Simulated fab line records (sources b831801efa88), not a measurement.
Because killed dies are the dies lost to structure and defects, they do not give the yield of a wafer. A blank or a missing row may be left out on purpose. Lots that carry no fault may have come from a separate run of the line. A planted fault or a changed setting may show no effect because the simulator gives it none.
Which tool is to blame? || flow sky130 || 36 wafers from 12 lots sampled at 2 of the route's 708 steps

== WHAT EACH GAUGE READ, for each wafer ==
SKY_DNWELL_TW_MEAS_09.
{"lot": "L075", "measured": "day 3 08:46", "on": "film_metro-04", "DNWELL_TW": "1103 1111 1105"}
{"lot": "L077", "measured": "day 3 20:46", "on": "film_metro-01", "DNWELL_TW": "1119 1123 1116"}
{"lot": "L079", "measured": "day 4 07:34", "on": "film_metro-04", "DNWELL_TW": "1108 1106 1104"}
{"lot": "L081", "measured": "day 4 23:40", "on": "film_metro-01", "DNWELL_TW": "1116 1117 1122"}
{"lot": "L083", "measured": "day 5 12:25", "on": "film_metro-02", "DNWELL_TW": "1108 1104 1105"}
{"lot": "L085", "measured": "day 5 20:10", "on": "film_metro-01", "DNWELL_TW": "1114 1113 1116"}
{"lot": "L087", "measured": "day 6 02:46", "on": "film_metro-04", "DNWELL_TW": "1100 1106 1103"}
{"lot": "L089", "measured": "day 6 16:55", "on": "film_metro-01", "DNWELL_TW": "1120 1115 1122"}
{"lot": "L091", "measured": "day 7 00:43", "on": "film_metro-02", "DNWELL_TW": "1107 1109 1109"}
{"lot": "L093", "measured": "day 7 10:44", "on": "film_metro-01", "DNWELL_TW": "1128 1118 1123"}
{"lot": "L095", "measured": "day 7 21:49", "on": "film_metro-02", "DNWELL_TW": "1102 1097 1101"}
{"lot": "L097", "measured": "day 8 07:01", "on": "film_metro-02", "DNWELL_TW": "1093 1105 1100"}

== EACH LOT AND THE TOOL THAT RAN IT (in order: tool; ch and the chambers of the sampled wafers; start) ==
{"lot": "L075", "SKY_FIELD_ISO_ETCH_14": "rie_diel-01 ch 0,1, day 2 10:58"}
{"lot": "L077", "SKY_FIELD_ISO_ETCH_14": "rie_diel-01 ch 0,1,2, day 2 22:02"}
{"lot": "L079", "SKY_FIELD_ISO_ETCH_14": "rie_diel-02 ch 1,2,3, day 3 07:20"}
{"lot": "L081", "SKY_FIELD_ISO_ETCH_14": "rie_diel-02 ch 0,1, day 3 17:08"}
{"lot": "L083", "SKY_FIELD_ISO_ETCH_14": "rie_diel-03 ch 2,3, day 4 03:50"}
{"lot": "L085", "SKY_FIELD_ISO_ETCH_14": "rie_diel-01 ch 0,1,3, day 4 15:52"}
{"lot": "L087", "SKY_FIELD_ISO_ETCH_14": "rie_diel-02 ch 0,3, day 5 00:39"}
{"lot": "L089", "SKY_FIELD_ISO_ETCH_14": "rie_diel-03 ch 0,1,2, day 5 15:34"}
{"lot": "L091", "SKY_FIELD_ISO_ETCH_14": "rie_diel-01 ch 1,2,3, day 5 22:44"}
{"lot": "L093", "SKY_FIELD_ISO_ETCH_14": "rie_diel-02 ch 0,2,3, day 6 09:14"}
{"lot": "L095", "SKY_FIELD_ISO_ETCH_14": "rie_diel-03 ch 0,1, day 6 18:59"}
{"lot": "L097", "SKY_FIELD_ISO_ETCH_14": "rie_diel-03 ch 0,1,2, day 7 03:41"}
- SKY_FIELD_ISO_ETCH_14: etches BARC in N2/H2, stops on SiO2, time 45.9 s, target depth 60 nm.

== THE ANSWER, worked out from the rows above alone ==
Rule: what is usual is taken from the lots themselves. Put in order of their means at a reading, lots are off if they are a third of the lots or fewer, leave a main group of 4 or more, and stand apart from it by a gap of 3 or more times the standard deviation of the main group's means; of several such gaps the widest counts. A main group whose means are all the same, to the digits that the tables above print for the reading, isn't used. Also off: a lot with no number at a reading for which 4 or more lots have one. Where the step has rows for the other lots, those lots are counted as sound.
None of the lots is off at any reading shown; this tells nothing.

== WHAT WAS PUT IN BY THE SIMULATOR ==
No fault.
